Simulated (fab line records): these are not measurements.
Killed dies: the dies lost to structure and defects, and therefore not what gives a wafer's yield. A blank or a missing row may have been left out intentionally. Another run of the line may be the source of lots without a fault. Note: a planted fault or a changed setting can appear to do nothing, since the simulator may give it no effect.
Lot-split experiment :: flow sky130 :: 23 wafers read across 5 lots, on a route 708 steps long

## SPLIT DETAILS
At SKY_VT_ADJUST_HVTR_COAT_02 (resist thk 1140 nm), the setting resistThkNm was moved away from the recipe's 1140 nm on 7 of the 23 wafers read, by -4.6% to +4.9%. All remaining wafers had this setting at the recipe value.

The reading is taken at the split's own step.

## THE READING
NOVOLAK_of_VT_ADJUST_HVTR_COAT_02.thkNm (the simulator's own value, which no gauge read), in nm, at SKY_VT_ADJUST_HVTR_COAT_02 (resist thk 1140 nm). No usual value for it is given in the file. Here, 16 wafers ran the recipe; their average is 1138 nm with a standard deviation of 4.8 nm.

wafer: L074.1
tool, chamber at the split: lithoTrack-02, 0
resistThkNm as run, nm: 1104
against the recipe: -3.2%
NOVOLAK_of_VT_ADJUST_HVTR_COAT_02.thkNm, nm: 1104
against lot-mates on the recipe: -34

wafer: L074.3
tool, chamber at the split: lithoTrack-02, 0
resistThkNm as run, nm: 1104
against the recipe: -3.2%
NOVOLAK_of_VT_ADJUST_HVTR_COAT_02.thkNm, nm: 1104
against lot-mates on the recipe: -34

wafer: L074.6
tool, chamber at the split: lithoTrack-02, 0
resistThkNm as run, nm: 1104
against the recipe: -3.2%
NOVOLAK_of_VT_ADJUST_HVTR_COAT_02.thkNm, nm: 1104
against lot-mates on the recipe: -34

wafer: L074.2
tool, chamber at the split: lithoTrack-02, 0
resistThkNm as run, nm: 1140
against the recipe: recipe
NOVOLAK_of_VT_ADJUST_HVTR_COAT_02.thkNm, nm: 1138
against lot-mates on the recipe: -

wafer: L074.4
tool, chamber at the split: lithoTrack-02, 0
resistThkNm as run, nm: 1140
against the recipe: recipe
NOVOLAK_of_VT_ADJUST_HVTR_COAT_02.thkNm, nm: 1139
against lot-mates on the recipe: -

wafer: L075.1
tool, chamber at the split: lithoTrack-04, 0
resistThkNm as run, nm: 1140
against the recipe: recipe
NOVOLAK_of_VT_ADJUST_HVTR_COAT_02.thkNm, nm: 1139
against lot-mates on the recipe: -

wafer: L075.3
tool, chamber at the split: lithoTrack-04, 0
resistThkNm as run, nm: 1087
against the recipe: -4.6%
NOVOLAK_of_VT_ADJUST_HVTR_COAT_02.thkNm, nm: 1085
against lot-mates on the recipe: -55

wafer: L075.4
tool, chamber at the split: lithoTrack-04, 0
resistThkNm as run, nm: 1140
against the recipe: recipe
NOVOLAK_of_VT_ADJUST_HVTR_COAT_02.thkNm, nm: 1138
against lot-mates on the recipe: -

wafer: L075.5
tool, chamber at the split: lithoTrack-04, 0
resistThkNm as run, nm: 1140
against the recipe: recipe
NOVOLAK_of_VT_ADJUST_HVTR_COAT_02.thkNm, nm: 1143
against lot-mates on the recipe: -

wafer: L075.6
tool, chamber at the split: lithoTrack-04, 0
resistThkNm as run, nm: 1087
against the recipe: -4.6%
NOVOLAK_of_VT_ADJUST_HVTR_COAT_02.thkNm, nm: 1088
against lot-mates on the recipe: -52

wafer: L076.1
tool, chamber at the split: lithoTrack-01, 0
resistThkNm as run, nm: 1196
against the recipe: +4.9%
NOVOLAK_of_VT_ADJUST_HVTR_COAT_02.thkNm, nm: 1199
against lot-mates on the recipe: +54

wafer: L076.2
tool, chamber at the split: lithoTrack-01, 0
resistThkNm as run, nm: 1140
against the recipe: recipe
NOVOLAK_of_VT_ADJUST_HVTR_COAT_02.thkNm, nm: 1146
against lot-mates on the recipe: -

wafer: L076.3
tool, chamber at the split: lithoTrack-01, 0
resistThkNm as run, nm: 1140
against the recipe: recipe
NOVOLAK_of_VT_ADJUST_HVTR_COAT_02.thkNm, nm: 1144
against lot-mates on the recipe: -

wafer: L076.5
tool, chamber at the split: lithoTrack-01, 0
resistThkNm as run, nm: 1140
against the recipe: recipe
NOVOLAK_of_VT_ADJUST_HVTR_COAT_02.thkNm, nm: 1144
against lot-mates on the recipe: -

wafer: L076.6
tool, chamber at the split: lithoTrack-01, 0
resistThkNm as run, nm: 1196
against the recipe: +4.9%
NOVOLAK_of_VT_ADJUST_HVTR_COAT_02.thkNm, nm: 1201
against lot-mates on the recipe: +56

wafer: L077.1
tool, chamber at the split: lithoTrack-02, 0
resistThkNm as run, nm: 1140
against the recipe: recipe
NOVOLAK_of_VT_ADJUST_HVTR_COAT_02.thkNm, nm: 1128
against lot-mates on the recipe: -

wafer: L077.2
tool, chamber at the split: lithoTrack-02, 0
resistThkNm as run, nm: 1140
against the recipe: recipe
NOVOLAK_of_VT_ADJUST_HVTR_COAT_02.thkNm, nm: 1137
against lot-mates on the recipe: -

wafer: L077.3
tool, chamber at the split: lithoTrack-02, 0
resistThkNm as run, nm: 1140
against the recipe: recipe
NOVOLAK_of_VT_ADJUST_HVTR_COAT_02.thkNm, nm: 1133
against lot-mates on the recipe: -

wafer: L077.4
tool, chamber at the split: lithoTrack-02, 0
resistThkNm as run, nm: 1140
against the recipe: recipe
NOVOLAK_of_VT_ADJUST_HVTR_COAT_02.thkNm, nm: 1134
against lot-mates on the recipe: -

wafer: L077.6
tool, chamber at the split: lithoTrack-02, 0
resistThkNm as run, nm: 1140
against the recipe: recipe
NOVOLAK_of_VT_ADJUST_HVTR_COAT_02.thkNm, nm: 1131
against lot-mates on the recipe: -

wafer: L081.1
tool, chamber at the split: lithoTrack-02, 0
resistThkNm as run, nm: 1140
against the recipe: recipe
NOVOLAK_of_VT_ADJUST_HVTR_COAT_02.thkNm, nm: 1138
against lot-mates on the recipe: -

wafer: L081.2
tool, chamber at the split: lithoTrack-02, 0
resistThkNm as run, nm: 1140
against the recipe: recipe
NOVOLAK_of_VT_ADJUST_HVTR_COAT_02.thkNm, nm: 1140
against lot-mates on the recipe: -

wafer: L081.3
tool, chamber at the split: lithoTrack-02, 0
resistThkNm as run, nm: 1140
against the recipe: recipe
NOVOLAK_of_VT_ADJUST_HVTR_COAT_02.thkNm, nm: 1136
against lot-mates on the recipe: -

FIT RESULTS
A straight line over all 23 wafers: NOVOLAK_of_VT_ADJUST_HVTR_COAT_02.thkNm changes by +11.7 nm for each +1% of resistThkNm; r = +0.99; the points scatter about the line by 4.5 nm.
The same after taking each lot's own level away (the mean of its wafers on the recipe; 23 wafers): +11.3 nm for each +1%; r = +1.00; scatter 2 nm.
On that fit, the largest move of resistThkNm shifts the reading by 55 nm.
From 1132.6 to 1144.7 nm: that is the span of the lots' own levels, equal to 2.5 times the standard deviation above.
Consequently the slope shifts little with the lot-to-lot level, the two slopes agreeing.
Check: with one of the wafers moved furthest among these (+4.9%) left out of the fit, the line predicts +55.8 nm for it against its lot-mates. It came out at +54.3 nm against them.

## OTHER SPLITS ON THESE WAFERS
These wafers also went through other splits before the reading. Each is held against what the fit with the lots' levels taken away leaves over:
other split on the same wafers: SKY_FIELD_ISO_OXIDATION_01 tempC
wafers away from the commonest value: 18
r with NOVOLAK_of_VT_ADJUST_HVTR_COAT_02.thkNm (lot level and that fit taken away): -0.06

other split on the same wafers: SKY_FIELD_ISO_EXPOSE_10 doseMj
wafers away from the commonest value: 7
r with NOVOLAK_of_VT_ADJUST_HVTR_COAT_02.thkNm (lot level and that fit taken away): +0.24

other split on the same wafers: SKY_FIELD_ISO_ETCH_17 timeS
wafers away from the commonest value: 5
r with NOVOLAK_of_VT_ADJUST_HVTR_COAT_02.thkNm (lot level and that fit taken away): -0.04

other split on the same wafers: SKY_FIELD_ISO_OXIDATION_22 oxTimeS
wafers away from the commonest value: 18
r with NOVOLAK_of_VT_ADJUST_HVTR_COAT_02.thkNm (lot level and that fit taken away): -0.16

other split on the same wafers: SKY_NWELL_IMPLANT_24 energyKev
wafers away from the commonest value: 5
r with NOVOLAK_of_VT_ADJUST_HVTR_COAT_02.thkNm (lot level and that fit taken away): +0.44

other split on the same wafers: SKY_VT_ADJUST_HVTP_COAT_02 spinRpm
wafers away from the commonest value: 8
r with NOVOLAK_of_VT_ADJUST_HVTR_COAT_02.thkNm (lot level and that fit taken away): +0.05

other split on the same wafers: SKY_VT_ADJUST_HVTP_STRIP_10 pressureMtorr
wafers away from the commonest value: 15
r with NOVOLAK_of_VT_ADJUST_HVTR_COAT_02.thkNm (lot level and that fit taken away): +0.18

other split on the same wafers: SKY_VT_ADJUST_LVTN_IMPLANT_08 energyKev
wafers away from the commonest value: 10
r with NOVOLAK_of_VT_ADJUST_HVTR_COAT_02.thkNm (lot level and that fit taken away): -0.02

other split on the same wafers: SKY_VT_ADJUST_LVTN_COAT_13 spinRpm
wafers away from the commonest value: 8
r with NOVOLAK_of_VT_ADJUST_HVTR_COAT_02.thkNm (lot level and that fit taken away): -0.23

other split on the same wafers: SKY_VT_ADJUST_NCORE_IMPLANT_09 doseCm2
wafers away from the commonest value: 7
r with NOVOLAK_of_VT_ADJUST_HVTR_COAT_02.thkNm (lot level and that fit taken away): -0.04

## THE FILE'S OWN FIT
NOVOLAK_of_VT_ADJUST_HVTR_COAT_02.thkNm changes by +11.2 nm for each +1% of resistThkNm, r = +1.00.
